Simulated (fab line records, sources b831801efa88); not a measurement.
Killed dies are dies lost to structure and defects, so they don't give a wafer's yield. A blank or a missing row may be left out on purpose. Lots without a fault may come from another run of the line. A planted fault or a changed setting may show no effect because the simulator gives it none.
Which tool did it? | flow sky130 | 10 lots, 30 wafers sampled, at 4 steps of a route of 708

WHAT THE GAUGES READ, wafer by wafer
SKY_VIA1_RS_MEAS_22: measures by four-point-probe.
lot  | measured     | on            | VIA1_W_RS (ohm/sq)
L722 | day 34 02:07 | film_metro-02 | 0.429 0.435 0.422
L724 | day 36 03:23 | film_metro-01 | 0.422 0.420 0.421
L723 | day 36 03:43 | film_metro-03 | 0.433 0.438 0.436
L727 | day 36 06:08 | film_metro-01 | 0.431 0.430 0.435
L729 | day 36 21:45 | film_metro-01 | 0.424 0.424 0.425
L731 | day 37 00:10 | film_metro-02 | 0.427 0.427 0.427
L732 | day 37 09:31 | film_metro-02 | 0.421 0.423 0.429
L736 | day 38 19:34 | film_metro-03 | 0.429 0.422 0.278
L737 | day 39 09:19 | film_metro-01 | 0.434 0.437 0.430
L739 | day 39 19:38 | film_metro-01 | 0.427 0.278 0.279

WHICH TOOL RAN EACH LOT (tool, then ch and the chambers of the sampled wafers, then the start)
lot  | SKY_POLY_GATE_STRIP_18               | SKY_CONTACT_STRIP_19                 | SKY_VIA1_CVD_21
L722 | plasma_asher-03 ch 0,1, day 16 11:02 | plasma_asher-02 ch 0,1, day 31 16:26 | cvd_w-02 ch 0,1, day 34 02:02
L724 | plasma_asher-03 ch 0, day 18 14:56   | plasma_asher-02 ch 0,1, day 33 18:04 | cvd_w-01 ch 0,1, day 36 03:16
L723 | plasma_asher-02 ch 0,1, day 18 15:37 | plasma_asher-01 ch 0,1, day 33 19:42 | cvd_w-02 ch 0,1, day 36 03:37
L727 | plasma_asher-02 ch 0,1, day 18 20:23 | plasma_asher-02 ch 1, day 33 20:37   | cvd_w-02 ch 0,1, day 36 06:02
L729 | plasma_asher-01 ch 0,1, day 19 13:57 | plasma_asher-02 ch 0,1, day 34 13:22 | cvd_w-01 ch 0,1, day 36 21:39
L731 | plasma_asher-01 ch 0,1, day 19 20:14 | plasma_asher-01 ch 0,1, day 34 16:56 | cvd_w-01 ch 0,1, day 37 00:04
L732 | plasma_asher-03 ch 0,1, day 20 10:19 | plasma_asher-03 ch 0,1, day 35 01:50 | cvd_w-02 ch 0,1, day 37 09:24
L736 | plasma_asher-03 ch 0,1, day 21 23:35 | plasma_asher-01 ch 0,1, day 36 09:36 | cvd_w-02 ch 0,1, day 38 19:28
L737 | plasma_asher-01 ch 0,1, day 22 15:20 | plasma_asher-02 ch 0,1, day 37 00:46 | cvd_w-01 ch 0,1, day 39 09:13
L739 | plasma_asher-02 ch 0,1, day 23 05:56 | plasma_asher-03 ch 0,1, day 37 13:19 | cvd_w-02 ch 0,1, day 39 19:32
- SKY_POLY_GATE_STRIP_18: strips in O2/N2.
- SKY_CONTACT_STRIP_19: strips in O2/N2.
- SKY_VIA1_CVD_21: deposits W, target thk 270 nm, time 80.902 s.

THE ANSWER, worked out from the rows above alone
Rule: what is usual is taken from the lots themselves. Put in order of their means at a reading, lots are off if they are a third of the lots or fewer, leave a main group of 4 or more, and stand apart from it by a gap of 3 or more times the standard deviation of the main group's means; of several such gaps the widest counts. A main group whose means are all the same, to the digits that the tables above print for the reading, isn't used. A lot without any number at a reading at which 4 lots or more have one is off too. The other lots that the step has rows for count as sound.
Off: L736, L739, at SKY_VIA1_RS_MEAS_22 (VIA1_W_RS). The main group: mean 0.428 ohm/sq, standard deviation 0.0048.
A tool fits if, at a process step before that reading, it ran every lot that is off, and no sound lot after the first of them. The gauges at SKY_VIA1_RS_MEAS_22 are tried like those tools. One fits: cvd_w-02 at SKY_VIA1_CVD_21. Its last sound lot is L732 (day 37 09:24), its first lot that is off L736 (day 38 19:28): a fault that began between those two fits.

WHAT THE SIMULATOR HAD PUT IN
Process parameter drift: cvd_w-02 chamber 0, from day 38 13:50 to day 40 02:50, at SKY_VIA1_CVD_21. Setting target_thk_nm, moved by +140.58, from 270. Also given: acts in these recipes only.
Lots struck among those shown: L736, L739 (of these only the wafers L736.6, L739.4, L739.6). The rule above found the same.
